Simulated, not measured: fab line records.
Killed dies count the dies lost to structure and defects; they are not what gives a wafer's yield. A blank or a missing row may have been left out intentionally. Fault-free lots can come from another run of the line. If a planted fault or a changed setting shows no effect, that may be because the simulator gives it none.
Which tool was responsible? + flow gf180mcu + Sampling: 7 lots, 21 wafers, 2 of 602 route steps

WHAT THE GAUGES READ, wafer by wafer
GF_VT_IMPLANT_RS_MEAS_48: uses a four-point probe to measure.
| lot  | measured     | on           | LVPWELL_RS (ohm/sq) |
|------|--------------|--------------|---------------------|
| L793 | day 7 16:38  | filmMetro-03 | 1194 1195 1198      |
| L795 | day 8 07:30  | filmMetro-04 | 1198 1199 1197      |
| L804 | day 11 08:20 | filmMetro-03 | 1137 1140 1138      |
| L808 | day 12 01:43 | filmMetro-01 | 1198 1195 1197      |
| L811 | day 12 21:05 | filmMetro-03 | 1200 1204 1203      |
| L813 | day 13 10:23 | filmMetro-03 | 1202 1203 1202      |
| L815 | day 14 00:00 | filmMetro-04 | 1194 1189 1191      |

EACH LOT AND THE TOOL THAT RAN IT (in order: tool; ch and the chambers of the sampled wafers; start)
| lot  | GF_LVPWELL_IMPLANT_09          |
|------|--------------------------------|
| L793 | implanter-01 ch 0, day 4 00:55 |
| L795 | implanter-01 ch 0, day 4 12:20 |
| L804 | implanter-01 ch 0, day 7 00:31 |
| L808 | implanter-02 ch 0, day 7 15:17 |
| L811 | implanter-03 ch 0, day 8 07:13 |
| L813 | implanter-02 ch 0, day 8 19:50 |
| L815 | implanter-03 ch 0, day 9 05:16 |
- GF_LVPWELL_IMPLANT_09

THE ANSWER, worked out from the rows above alone
Rule: the usual values come from the lots themselves. The widest of any qualifying gaps counts: lots, ordered by their means at a reading, are off when they make up no more than a third of the lots, leave a main group of 4 or more, and stand apart from it by 3 or more times the standard deviation of that group's means. A main group whose means are all the same, to the digits that the tables above print for the reading, isn't used. Also off: a lot with no number at a reading for which 4 or more lots have one. The other lots that the step has rows for count as sound.
Off: L804, at GF_VT_IMPLANT_RS_MEAS_48 (LVPWELL_RS). For the main group the mean is 1198 ohm/sq and the standard deviation 3.8.
A tool fits if, at a process step before that reading, it ran every lot that is off, and no sound lot after the first of them. Gauges at GF_VT_IMPLANT_RS_MEAS_48: tried the same way as those tools. One fits: GF_LVPWELL_IMPLANT_09 on implanter-01. A fault onset in the window from L795 (day 4 12:20, its last sound lot) to L804 (day 7 00:31, its first lot off) fits.

WHAT HAD BEEN PUT IN BY THE SIMULATOR
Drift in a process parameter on implanter-01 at GF_LVPWELL_IMPLANT_09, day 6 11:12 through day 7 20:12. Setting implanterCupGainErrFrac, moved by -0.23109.
Lots struck among those shown: L804. The rule above reached the same finding.
